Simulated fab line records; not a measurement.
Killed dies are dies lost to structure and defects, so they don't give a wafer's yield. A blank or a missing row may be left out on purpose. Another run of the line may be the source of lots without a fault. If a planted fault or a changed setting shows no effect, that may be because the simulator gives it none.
Matching of chambers    flow gf180mcu    4 sister chambers for GF_V2_CMP_04 on cmp-01
The step polishes SiO2. 8 wafers are shown with their chamber, then 9 later ones without.

## WAFERS WITH THEIR CHAMBER
wafer   chamber  motor-current-A (A)  time-to-endpoint-s (s)
L525.3  2        12.0                 76
L526.1  2        11.3                 83
L526.4  1        11.3                 76
L529.2  1        11.5                 74
L529.6  3        10.8                 80
L530.2  3        10.7                 69
L530.4  0        11.9                 70
L530.5  0        11.7                 80

## WAFERS WHOSE CHAMBER IS MISSING
wafer   motor-current-A (A)  time-to-endpoint-s (s)
L531.1  12.1                 71
L531.2  11.0                 85
L531.6  11.8                 78
L532.1  11.0                 72
L532.3  12.5                 78
L532.6  12.2                 104
L545.1  11.3                 74
L545.2  11.2                 84
L545.6  12.3                 81

## EACH ONE'S CHAMBER
wafer   from the rows above                in truth
L531.1  can't be placed: 0 or 2 or 1       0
L531.2  can't be placed: 3 or 1 or 2 or 0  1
L531.6  can't be placed: 0 or 2 or 1       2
L532.1  can't be placed: 3 or 1 or 2 or 0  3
L532.3  can't be placed: 0 or 2 or 1       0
L532.6  can't be placed: 2 or 0 or 1       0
L545.1  can't be placed: 1 or 2 or 0 or 3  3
L545.2  can't be placed: 1 or 2 or 3 or 0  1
L545.6  can't be placed: 0 or 2 or 1       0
0 of 9 placed correctly. Can't be placed from these rows: 9 (the true chamber is among the candidates in 9). Wrongly placed: 0.
How it was worked out, from the rows above alone: a wafer's distance from a chamber is the root of the sum, over the readings, of the square of ((its reading less the chamber's mean) divided by the reading's scatter). If the next closest chamber is less than 2 further off than the closest, the wafer can't be placed; otherwise it belongs to the closest. For every chamber, the mean is computed from those of its wafers that are shown. The scatter: take each reading less its chamber's mean, square it, sum over the shown wafers, divide by the number of wafers less the number of chambers, and take the root.
